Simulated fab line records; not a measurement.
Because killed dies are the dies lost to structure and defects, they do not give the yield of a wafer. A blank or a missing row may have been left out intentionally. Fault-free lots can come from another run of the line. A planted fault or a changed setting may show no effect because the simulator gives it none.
fab line records	flow sky130
record lots=12	wafers=36	last-day=50
route steps=708 shown POLY_CUT@318 LI_CONTACT@376 LOCAL_INTERCONNECT@387
lots that met no fault: from a run of the same line without faults
start-h: hours from the record's opening day to when the first of the lot's shown wafers began	wait-h: hours from the lot's prior step to this one	" identical to the entry in the row above	L1.1+2: a row that stands for several wafers	- no value present, or no start provided	* or withheld: withheld	< > ~ a bound
route shown NAME@n: names a module that has steps shown in the file, with the first one's number in the route	usual: mean/standard deviation taken from wafers without a fault	same: alike in all rows	chamber/n: place in a boat	sites: each site's reading	_std_site: the values' standard deviation	_edge_site: the outer-site mean with the inner-site mean subtracted	radius-mm: for every site, how far away it sits from the centre of the wafer	mask NAME#n: copy n	behind: the tool/chamber that last shaped the wafer	hold: what put the lot on hold/how long, in hours/how the hold closed	device: the transistor (n, p or np) that didn't switch	end of line: tests of these same wafers at the route's end	step lacking rows: just its recipe	killed: dies lost to structure and defects at the first sort, not the wafer's yield	map: dies across one wafer; x = killed, . = not, _ = none there
set.NAME: the run value of the setting; set.NAME@STEP: its run value at that earlier step	model.NAME: the simulator's own value behind a step, which no gauge read
route steps across a sampled set of lots; one table per step, one row per wafer
services: the hour from which a tool's chamber was out of use, counted from the record's first day as start-h (under 0 if before that day), plus the number of hours and why
## steps
# step SKY_POLY_CUT_ETCH_11
# recipe target=Si3N4	chemistry=CF4/CH2F2/Ar	stop-on=poly-Si	source-w=600	bias-w=150	pressure-mtorr=40	cf4-flow-sccm=40	ch2f2-flow-sccm=20	Ar_flow_sccm=150	time-s=42.5	target-depth-a=600
# usual bias-w=150.0/0.42	drypump-motor-current-A=6.0/0.46	oes-product-au=0.829/0.006	run-length-s=70.6/0.42	throttle-valve-pct=14.996/0.0099
lot.wafer	tool	chamber	start-h	wait-h	bias-w	drypump-motor-current-A	oes-product-au	rf-hours-counter-h	run-length-s	throttle-valve-pct
L380.3	rie-diel-03	2	556.83	0.0	149.5	5.6	0.829	2	70.5	15.001
L380.5	"	3	"	"	150.4	5.9	0.836	-	70.6	14.996
L380.6	"	0	"	"	149.6	5.8	0.828	-	69.7	14.996
L381.2	rie-diel-01	1	560.99	0.0	150.2	6.8	0.820	47	71.3	14.993
L381.3	"	2	"	"	149.8	6.4	0.829	6	70.6	15.002
L381.4	"	0	"	"	150.3	5.3	0.833	12	70.9	14.995
L385.1	rie-diel-01	0	600.14	0.0	149.4	5.4	0.841	13	71.0	14.983
L385.3	"	3	"	"	150.9	5.7	0.836	3	71.1	15.010
L385.6	"	0	"	"	150.2	5.3	0.835	-	71.0	15.001
L386.2	rie-diel-04	2	614.58	0.0	150.2	6.3	0.826	36	70.7	15.005
L386.4	"	3	"	"	150.1	5.2	0.829	60	70.4	14.994
L386.6	"	2	"	"	150.1	6.3	0.822	-	70.7	14.989
L387.1	rie-diel-04	2	617.69	0.0	149.7	6.3	0.823	36	70.9	14.989
L387.4	"	1	"	"	149.2	6.6	0.832	40	70.5	15.001
L387.5	"	3	"	"	149.2	5.2	0.820	-	70.2	14.998
L388.2	rie-diel-03	0	623.78	0.0	150.0	5.8	0.828	14	69.8	14.986
L388.3	"	2	"	"	149.8	5.6	0.831	3	70.8	14.987
L388.6	"	3	"	"	149.8	5.9	0.831	-	70.0	14.996
L389.1	rie-diel-01	0	639.38	0.0	150.3	5.3	0.834	13	71.2	15.006
L389.5	"	1	"	"	149.7	6.8	0.834	-	71.0	15.007
L389.6	"	2	"	"	150.0	6.4	0.838	-	70.4	15.000
L390.1	rie-diel-01	0	650.47	0.0	150.0	5.4	0.841	13	71.4	14.989
L390.3	"	1	"	"	150.8	6.8	0.832	48	70.8	15.003
L390.5	"	3	"	"	150.4	5.7	0.833	-	70.9	14.996
L391.1	rie-diel-03	0	653.08	0.0	149.8	5.8	0.827	15	69.8	14.986
L391.2	"	2	"	"	151.2	5.6	0.831	4	71.1	14.985
L391.3	"	3	"	"	149.9	5.9	0.831	12	70.0	14.984
L397.4	rie-diel-03	1	713.98	0.0	150.0	6.3	0.742	2	81.2	14.991
L397.5	"	1	"	"	149.8	6.3	0.740	-	81.0	15.002
L397.6	"	0	"	"	150.3	5.8	0.825	-	69.9	14.994
L399.2	rie-diel-03	0	718.79	0.0	150.1	5.8	0.826	16	69.9	15.010
L399.3	"	1	"	"	150.0	6.3	0.751	2	81.1	14.979
L399.4	"	2	"	"	149.8	5.5	0.821	6	70.8	15.006
L403.1	rie-diel-04	3	744.64	0.0	150.6	5.2	0.820	2	70.7	14.989
L403.3	"	0	"	"	150.7	6.0	0.818	14	70.2	14.983
L403.5	"	3	"	"	150.2	5.2	0.829	-	70.2	15.010
# step SKY_LI_CONTACT_ETCH_14
# recipe chemistry=N2/H2	target=BARC	ion-energy-ev=200	source-w=500	bias-w=100	pressure-mtorr=30	n2-flow-sccm=100	h2-flow-sccm=200	stop-on=SiO2	time-s=45.9	target-depth-a=600
# usual bias-w=100.0/0.31	drypump-motor-current-A=5.9/0.46	h2-flow-sccm=200.0/0.52	n2-flow-sccm=100.0/0.33	oes-product-au=0.854/0.005	run-length-s=74.2/0.4	throttle-valve-pct=13.224/0.0089
lot.wafer	tool	chamber	start-h	wait-h	bias-w	drypump-motor-current-A	h2-flow-sccm	n2-flow-sccm	oes-product-au	rf-hours-counter-h	run-length-s	throttle-valve-pct
L380.3	rie-diel-01	2	676.05	0.0	100.2	6.4	199.3	99.6	0.856	7	73.8	13.216
L380.5	"	3	"	"	100.3	5.7	199.9	99.9	0.857	-	74.2	13.216
L380.6	"	0	"	"	100.5	5.3	200.4	100.0	0.862	-	74.4	13.225
L381.2	rie-diel-03	2	681.43	0.0	100.8	5.6	199.2	100.2	0.850	5	74.3	13.221
L381.3	"	0	"	"	100.0	5.8	200.0	99.8	0.858	16	73.5	13.238
L381.4	"	1	"	"	100.6	6.3	199.9	99.5	0.846	1	74.1	13.213
L385.1	rie-diel-02	2	714.90	0.0	100.2	5.9	199.5	99.8	0.853	17	74.4	13.236
L385.3	"	1	"	"	100.3	5.8	199.9	100.2	0.855	23	74.7	13.218
L385.6	"	3	"	"	100.4	5.2	200.3	100.2	0.852	-	74.3	13.213
L386.2	rie-diel-03	2	730.29	0.0	100.1	5.5	199.7	100.6	0.859	7	74.3	13.219
L386.4	"	3	"	"	100.2	5.9	200.6	99.5	0.856	14	73.5	13.234
L386.6	"	3	"	"	99.4	5.9	201.0	99.8	0.866	-	74.1	13.234
L387.1	rie-diel-02	2	733.45	0.0	100.0	5.9	200.2	100.3	0.856	17	74.3	13.231
L387.4	"	3	"	"	100.0	5.2	199.8	100.3	0.853	3	74.5	13.218
L387.5	"	3	"	"	99.7	5.2	199.1	100.3	0.847	-	74.3	13.220
L388.2	rie-diel-02	3	740.09	0.0	99.7	5.2	200.0	100.1	0.853	3	74.3	13.236
L388.3	"	1	"	"	100.6	5.8	199.6	100.1	0.839	24	74.3	13.228
L388.6	"	0	"	"	99.5	6.2	200.0	99.6	0.847	-	73.9	13.212
L389.1	rie-diel-01	1	754.73	0.0	100.2	6.8	200.6	100.1	0.858	1	74.1	13.224
L389.5	"	1	"	"	100.2	6.8	200.4	99.8	0.855	-	74.3	13.238
L389.6	"	2	"	"	100.0	6.4	200.6	100.3	0.857	-	73.8	13.218
L390.1	rie-diel-01	0	763.53	0.0	99.7	5.3	201.3	100.5	0.851	16	75.2	13.223
L390.3	"	1	"	"	100.2	6.8	200.3	100.4	0.857	1	74.2	13.237
L390.5	"	2	"	"	99.7	6.4	200.0	100.2	0.859	-	73.8	13.216
L391.1	rie-diel-02	3	765.38	0.0	100.4	5.2	199.9	100.1	0.856	4	74.2	13.229
L391.2	"	1	"	"	100.2	5.8	199.5	100.6	0.852	25	74.9	13.208
L391.3	"	2	"	"	100.1	5.9	199.1	100.8	0.859	18	74.3	13.226
L397.4	rie-diel-01	3	824.93	0.0	99.9	5.7	199.8	99.6	0.854	8	74.5	13.224
L397.5	"	3	"	"	99.7	5.7	199.7	100.2	0.843	-	74.3	13.223
L397.6	"	2	"	"	99.6	6.4	199.7	99.6	0.858	-	73.6	13.221
L399.2	rie-diel-01	2	828.63	0.0	99.9	6.4	199.6	100.2	0.862	11	74.1	13.228
L399.3	"	3	"	"	100.2	5.7	200.2	99.3	0.859	8	74.4	13.229
L399.4	"	0	"	"	99.5	5.3	200.8	99.9	0.851	17	74.5	13.226
L403.1	rie-diel-03	2	853.10	0.0	100.2	5.5	200.0	100.2	0.855	10	74.7	13.217
L403.3	"	3	"	"	100.2	5.9	200.7	99.8	0.852	17	73.4	13.220
L403.5	"	2	"	"	99.9	5.5	199.7	99.7	0.855	-	73.9	13.227
# step SKY_LOCAL_INTERCONNECT_SPUTTER_00
# recipe material=TiN	target-thk-nm=100	temp-c=300	power-w=6500	time-s=83.3	chamber-pressure-pa=0.4
# usual chamber-pressure-pa=0.4000/0.00078	throttle-valve-pct=30.2/0.87
lot.wafer	tool	chamber	start-h	wait-h	chamber-pressure-pa	throttle-valve-pct
L380.3	pvd-sputter-01	-	677.21	0.2	0.3996	32.1
L380.5	"	-	"	"	0.4003	29.9
L380.6	"	-	"	"	0.3995	29.5
L381.2	pvd-sputter-04	-	682.59	0.1	0.4003	29.8
L381.3	"	-	"	"	0.3992	30.2
L381.4	"	-	"	"	0.4000	30.8
L385.1	pvd-sputter-04	-	716.06	0.1	0.4006	29.8
L385.3	"	-	"	"	0.3997	30.6
L385.6	"	-	"	"	0.4000	29.5
L386.2	pvd-sputter-04	-	731.60	0.2	0.4001	29.9
L386.4	"	-	"	"	0.3998	30.0
L386.6	"	-	"	"	0.4012	30.7
L387.1	pvd-sputter-01	-	734.63	0.1	0.3991	30.2
L387.4	"	-	"	"	0.3996	29.2
L387.5	"	-	"	"	0.4001	29.7
L388.2	pvd-sputter-01	-	741.27	0.2	0.3987	32.3
L388.3	"	-	"	"	0.4009	29.1
L388.6	"	-	"	"	0.4005	30.1
L389.1	pvd-sputter-04	-	755.89	0.2	0.3984	30.1
L389.5	"	-	"	"	0.4005	30.9
L389.6	"	-	"	"	0.3995	30.5
L390.1	pvd-sputter-04	-	764.69	0.1	0.4007	30.4
L390.3	"	-	"	"	0.3991	29.6
L390.5	"	-	"	"	0.3994	30.0
L391.1	pvd-sputter-02	-	766.56	0.1	0.3999	30.3
L391.2	"	-	"	"	0.4008	29.6
L391.3	"	-	"	"	0.4009	29.5
L397.4	pvd-sputter-01	-	826.09	0.1	0.3990	32.3
L397.5	"	-	"	"	0.3999	30.5
L397.6	"	-	"	"	0.3993	29.4
L399.2	pvd-sputter-04	-	829.79	0.2	0.3999	30.2
L399.3	"	-	"	"	0.4004	30.8
L399.4	"	-	"	"	0.3995	29.6
L403.1	pvd-sputter-01	-	854.26	0.1	0.4002	30.2
L403.3	"	-	"	"	0.3995	32.2
L403.5	"	-	"	"	0.3985	32.1
# step SKY_LOCAL_INTERCONNECT_OVL_MEAS_12
# usual LOCAL_INTERCONNECT_OVL=-1/6.6
lot.wafer	tool	chamber	start-h	wait-h	LOCAL_INTERCONNECT_OVL[nm]
L380.3	overlay-02	-	704.78	0.1	-3
L380.5	"	-	"	"	-3
L380.6	"	-	"	"	-11
L381.2	overlay-02	-	711.37	0.1	6
L381.3	"	-	"	"	2
L381.4	"	-	"	"	1
L385.1	overlay-02	-	743.66	0.1	-12
L385.3	"	-	"	"	-8
L385.6	"	-	"	"	1
L386.2	overlay-01	-	758.71	0.1	5
L386.4	"	-	"	"	6
L386.6	"	-	"	"	17
L387.1	overlay-02	-	761.41	0.1	0
L387.4	"	-	"	"	-4
L387.5	"	-	"	"	4
L388.2	overlay-01	-	768.50	0.1	6
L388.3	"	-	"	"	5
L388.6	"	-	"	"	7
L389.1	overlay-01	-	783.26	0.1	-1
L389.5	"	-	"	"	11
L389.6	"	-	"	"	3
L390.1	overlay-02	-	792.01	0.1	-4
L390.3	"	-	"	"	-2
L390.5	"	-	"	"	-3
L391.1	overlay-02	-	793.54	0.1	2
L391.2	"	-	"	"	7
L391.3	"	-	"	"	-2
L397.4	overlay-01	-	851.91	0.1	-3
L397.5	"	-	"	"	-14
L397.6	"	-	"	"	2
L399.2	overlay-01	-	856.12	0.1	2
L399.3	"	-	"	"	-10
L399.4	"	-	"	"	-2
L403.1	overlay-02	-	881.01	0.1	-13
L403.3	"	-	"	"	-20
L403.5	"	-	"	"	-11
## services
tool	chamber	start-h	hours	kind
pvd-sputter-01	-	543.94	1.3	repair
pvd-sputter-01	-	547.93	4.4	repair
rie-diel-03	-	561.02	1.2	repair
rie-diel-02	1	563.98	8.9	repair
rie-diel-02	3	566.14	76.6	repair
rie-diel-02	2	575.67	2.5	repair
rie-diel-03	3	579.93	2.8	repair
rie-diel-02	1	590.20	6.4	repair
rie-diel-01	0	591.12	3.1	repair
rie-diel-03	1	623.51	12.2	repair
rie-diel-02	2	644.73	7.4	repair
rie-diel-02	3	705.50	5.7	repair
rie-diel-01	-	742.60	1.7	repair
rie-diel-03	1	742.87	23.5	repair
rie-diel-01	3	749.44	15.6	repair
rie-diel-03	2	754.12	5.0	repair
pvd-sputter-04	-	756.93	0.7	repair
rie-diel-01	1	764.17	2.9	repair
rie-diel-01	0	799.21	8.7	repair
rie-diel-03	-	804.97	14.6	pm
rie-diel-01	0	815.48	3.3	repair
rie-diel-03	3	832.41	7.2	repair
rie-diel-03	-	833.83	0.3	repair
pvd-sputter-04	-	839.20	1.4	repair
## key
first-sign step=SKY_POLY_CUT_ETCH_11	reading=run-length-s	direction=up	sigmas=25	usual=*	struck=*
effect step=SKY_POLY_CUT_ETCH_11	reading=oes-product-au	direction=down	sigmas=14	usual=0.829	struck=0.744
met-at SKY_POLY_CUT_ETCH_11
struck-lots L397,L399
struck-wafers L397.4,L397.5,L399.3
tester-left-out L397,L399
not-acting-at SKY_LI_CONTACT_ETCH_14,SKY_LOCAL_INTERCONNECT_SPUTTER_00,SKY_LOCAL_INTERCONNECT_OVL_MEAS_12
fault kind=process-parameter-drift	tool=rie-diel-03	chamber=1	onset-h=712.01	steps=SKY_POLY_CUT_ETCH_11	channel=time-s	offset=*	shape=step	end-h=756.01	acts-in=*	stated=*
# tester-left-out: of these lots the tester's yield and bins aren't shown, on N5 and GAA mostly nor the transistor test; their killed dies are dies lost to structure and defects alone, not to doping, threshold or leakage, so they don't give the yield
